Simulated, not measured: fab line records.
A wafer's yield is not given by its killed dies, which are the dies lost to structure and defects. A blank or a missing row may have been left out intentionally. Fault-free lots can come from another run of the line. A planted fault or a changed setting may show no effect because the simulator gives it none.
A struck lot beside a sound one || flow sfq line || 13 steps out of a route of 325
Sound: these wafers, L105.3, L105.4, L105.5. The struck wafers were L103.1, L103.2, L103.3. The cause is given at the end.
For every step that has rows: the tool of each side, followed by ch and its chambers, followed by its first start. Under that, the readings that differ: sound wafers || struck wafers || difference of the means || sigmas: that difference in standard deviations of wafers without a fault.
alike: words and numbers the same on both sides, and readings whose means are apart by under 2 such deviations; not compared: readings that were withheld, readings missing a value for some wafer, numbers with overlapping values and no deviation given by the record, and bounds like >300 which may hide the same value.
Wherever a step has rows on one side only, a row that says differs or no value, or a row with sigmas, the two part there. Numbers that have no deviation but don't overlap get no sigmas and don't part them. A reading that every wafer of one side lacks parts them only if that side has two wafers or more.

SFQ_TRILAYER_C5_BARC_OPEN_VIA_ETCH_210: etches BARC in O2, target depth 125 nm, time 41.7 s.
  sound on rie diel-04 ch 0,2,3, day 65 04:29; struck on rie diel-01 ch 0,1,2, day 64 03:25
  alike: chamber pressure mTorr, drypump motor current A, oes product au
  not compared: rf hours counter h
SFQ_TRILAYER_C5_ETCH_VIA_ETCH_154: etches SiO2 in CHF3, stops on Nb, target depth 84 nm.
  sound on rie diel-04 ch 0,2,3, day 65 04:31; struck on rie diel-01 ch 0,1,2, day 64 03:27
  alike: chamber pressure mTorr, drypump motor current A, oes product au
SFQ_TRILAYER_C5_STRIP_STRIP_155: strips in O2.
  sound on rie metal-02 ch 0,1, day 65 04:46; struck on rie metal-02 ch 0,1, day 64 03:30
  alike: chamber pressure mTorr, drypump motor current A, oes product au
  not compared: rf hours counter h
then, 2 steps without rows for these wafers: SFQ_TRILAYER_C5_STRIP_SOLV_CLEAN_156 (cleans in NMP, time 600 s); SFQ_TRILAYER_M6_DEP_PRE_CLEAN_158 (time 22.5 s).
SFQ_TRILAYER_M6_DEP_SPUTTER_157: material Nb, target thk 200 nm, time 133.3 s.
  sound on pvd sputter-03 at day 65 05:22; struck on pvd sputter-04 at day 64 04:19
  alike: throttle valve pct
SFQ_M6_RS_MEAS_938: uses a four-point probe to measure.
  sound on film metro-01 at day 65 05:30; struck on film metro-03 at day 64 04:24
  alike: M6_NB_RS
then, 4 steps without rows for these wafers: SFQ_TRILAYER_M6_LITHO_COAT_164 (resist thk 62 nm); SFQ_TRILAYER_M6_LITHO_COAT_159 (resist thk 609 nm); SFQ_TRILAYER_M6_LITHO_SOFTBAKE_163; SFQ_TRILAYER_M6_LITHO_EXPOSE_160 (exposes mask M6, target cd 500 nm).
-- the record jumps here: 5 days lie between the struck wafers' starts before and after --
SFQ_TRILAYER_M6_LITHO_PEB_162: peb time 60 s.
  struck on litho track-01, day 69 05:29; sound on litho track-02 ch 0, day 70 01:56
  no value came back on the struck wafers for chill plate temp C (C), exhaust pa (Pa), heater power total W (W); on the sound wafers chill plate temp C (C) reads 23.05 23.07 23.04
then, 1 step without rows for these wafers: SFQ_TRILAYER_M6_LITHO_DEVELOP_161 (time 60 s).

## WHERE THEY PART
Within this record, at SFQ_TRILAYER_M6_LITHO_PEB_162 only.

WHY: what the simulator had put in
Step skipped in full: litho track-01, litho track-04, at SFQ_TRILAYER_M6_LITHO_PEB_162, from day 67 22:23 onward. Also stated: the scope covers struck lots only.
